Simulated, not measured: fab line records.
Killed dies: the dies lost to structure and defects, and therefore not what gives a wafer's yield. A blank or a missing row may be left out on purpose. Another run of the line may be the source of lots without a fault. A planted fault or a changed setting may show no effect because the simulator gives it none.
Chamber matching :: flow gf180mcu :: 4 sister chambers for GF_V4_CMP_04 on cmp-01
The step polishes SiO2. 8 wafers are shown with their chamber, then 7 later ones without.

## EACH WAFER AND ITS CHAMBER
wafer: L605.5
chamber: 1
motorCurrentA (A): 9.4
timeToEndpointS (s): 84

wafer: L609.3
chamber: 1
motorCurrentA (A): 9.8
timeToEndpointS (s): 79

wafer: L610.2
chamber: 3
motorCurrentA (A): 13.0
timeToEndpointS (s): 69

wafer: L610.3
chamber: 2
motorCurrentA (A): 12.8
timeToEndpointS (s): 76

wafer: L623.3
chamber: 2
motorCurrentA (A): 12.4
timeToEndpointS (s): 81

wafer: L623.6
chamber: 0
motorCurrentA (A): 13.2
timeToEndpointS (s): 86

wafer: L625.3
chamber: 0
motorCurrentA (A): 12.8
timeToEndpointS (s): 83

wafer: L625.5
chamber: 3
motorCurrentA (A): 13.6
timeToEndpointS (s): 92

## WAFERS WHOSE CHAMBER IS MISSING
wafer: L625.6
motorCurrentA (A): 11.6
timeToEndpointS (s): 82

wafer: L626.1
motorCurrentA (A): 9.5
timeToEndpointS (s): 83

wafer: L626.3
motorCurrentA (A): 12.0
timeToEndpointS (s): 76

wafer: L626.5
motorCurrentA (A): 10.0
timeToEndpointS (s): 93

wafer: L628.3
motorCurrentA (A): 12.7
timeToEndpointS (s): 83

wafer: L628.4
motorCurrentA (A): 10.1
timeToEndpointS (s): 91

wafer: L628.6
motorCurrentA (A): 13.4
timeToEndpointS (s): 81

## WHICH CHAMBER EACH ONE RAN IN
wafer: L625.6
from the rows above: can't be placed: 2 or 0
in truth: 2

wafer: L626.1
from the rows above: 1
in truth: 1

wafer: L626.3
from the rows above: can't be placed: 2 or 0
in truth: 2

wafer: L626.5
from the rows above: 1
in truth: 1

wafer: L628.3
from the rows above: can't be placed: 2 or 0 or 3
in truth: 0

wafer: L628.4
from the rows above: 1
in truth: 1

wafer: L628.6
from the rows above: can't be placed: 3 or 0
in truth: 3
Correct placement for 3 of the 7. Unplaceable from these rows: 4, with the true chamber sitting among the candidates in 4. Number placed wrongly: 0.
How it was worked out, from the rows above alone: a wafer's distance from a chamber is the root of the sum, over the readings, of the square of ((its reading less the chamber's mean) divided by the reading's scatter). If the next closest chamber is less than 2 further off than the closest, the wafer can't be placed; otherwise it belongs to the closest. Each chamber's mean is taken over the wafers shown for it. The scatter is the square root of a quotient: the sum, over the shown wafers, of each reading's squared deviation from its chamber's mean, divided by wafers minus chambers.
